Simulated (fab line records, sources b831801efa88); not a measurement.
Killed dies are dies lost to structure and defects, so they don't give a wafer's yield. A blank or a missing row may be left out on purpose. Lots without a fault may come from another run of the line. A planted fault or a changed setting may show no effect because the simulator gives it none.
One fault seen from 2 desks | flow gf180mcu | each desk has only its own numbers; what lay behind them comes last

THE METROLOGY DESK
What the gauges read, lot by lot, whatever tool the lot ran on: means of the sampled wafers that have a number. A lot is out of limits, marked OUT, if its mean lies more than 4 standard deviations from the usual mean; the brackets give that distance.
Columns: A = V2_CVD_00_THK at GF_V2_THK_MEAS_01, usual 603 nm; B = V2_W_RS at GF_V2_RS_MEAS_24, usual 0.3291 ohm/sq; C = V2_W_THK at GF_V2_THK_MEAS_25, usual 352 nm
lot  | first seen here | A   | B                 | C
L819 | day 19 12:40    | 601 | 0.3291            | 355
L821 | day 20 16:25    | 600 | 0.3315            | 348
L823 | day 21 00:07    | 602 | 0.3319            | 352
L825 | day 21 22:22    | 608 | 0.3580 (+10) OUT  | 324 (-6.1) OUT
L828 | day 22 22:13    | 605 | 0.3461 (+5.9) OUT | 336
L836 | day 25 13:10    | 609 | 0.3289            | 353
L837 | day 26 00:26    | 600 | 0.3312            | 350
L839 | day 26 13:41    | 601 | 0.3323            | 353
L840 | day 26 20:30    | 606 | 0.3265            | 353
L841 | day 27 01:46    | 599 | 0.3246            | 356
This desk's finding: out of limits on L825, L828; first on L825, day 22 22:59 (V2_W_RS at GF_V2_RS_MEAS_24). In limits: L819, L821, L823, L836, L837, L839, L840, L841.

THE TOOL OWNER'S DESK: cvd_w-01
The tool's own readings at GF_V2_CVD_23 (deposits W, target thk 350 nm, time 104.94 s): means of the sampled wafers that have a number, for each lot that ran on this tool. A lot is out of limits, marked OUT, if its mean lies more than 4 standard deviations from the usual mean; the brackets give that distance.
Columns: A = chamber_pressure_Torr at GF_V2_CVD_23, usual 40.01 Torr; B = heater_power_w at GF_V2_CVD_23, usual 909 W; C = susceptor_temp_C at GF_V2_CVD_23, usual 399.96 C
lot  | first seen here | A               | B   | C
L819 | day 20 13:57    | 39.98           | 954 | 400.15
L823 | day 22 01:58    | 40.00           | 935 | 399.83
L825 | day 22 22:53    | 34.09 (-70) OUT | 947 | 399.91
L828 | day 23 22:31    | 37.14 (-34) OUT | 989 | 399.89
L839 | day 27 11:37    | 40.04           | 974 | 399.88
L840 | day 27 17:43    | 39.99           | 943 | 399.84
L841 | day 27 23:24    | 40.09           | 947 | 400.21
This desk's finding: out of limits on L825, L828; first on L825, day 22 22:53 (chamber_pressure_Torr at GF_V2_CVD_23). In limits: L819, L823, L839, L840, L841.

PUT TOGETHER
The tool owner's desk could have raised an alarm at day 22 22:53, on L825, L828.
The metrology desk could have raised an alarm at day 22 22:59, on L825, L828.
Of the lots named, all ran GF_V2_CVD_23 on cvd_w-01.

WHAT THE SIMULATOR HAD PUT IN
Process parameter drift: cvd_w-01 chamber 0, from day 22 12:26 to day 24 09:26, at GF_V2_CVD_23. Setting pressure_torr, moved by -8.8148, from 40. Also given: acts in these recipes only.
Lots struck among those shown: L825, L828.
Hours from the fault's start to each desk's first reading out of limits: the tool owner's desk, 10; the metrology desk, 11.
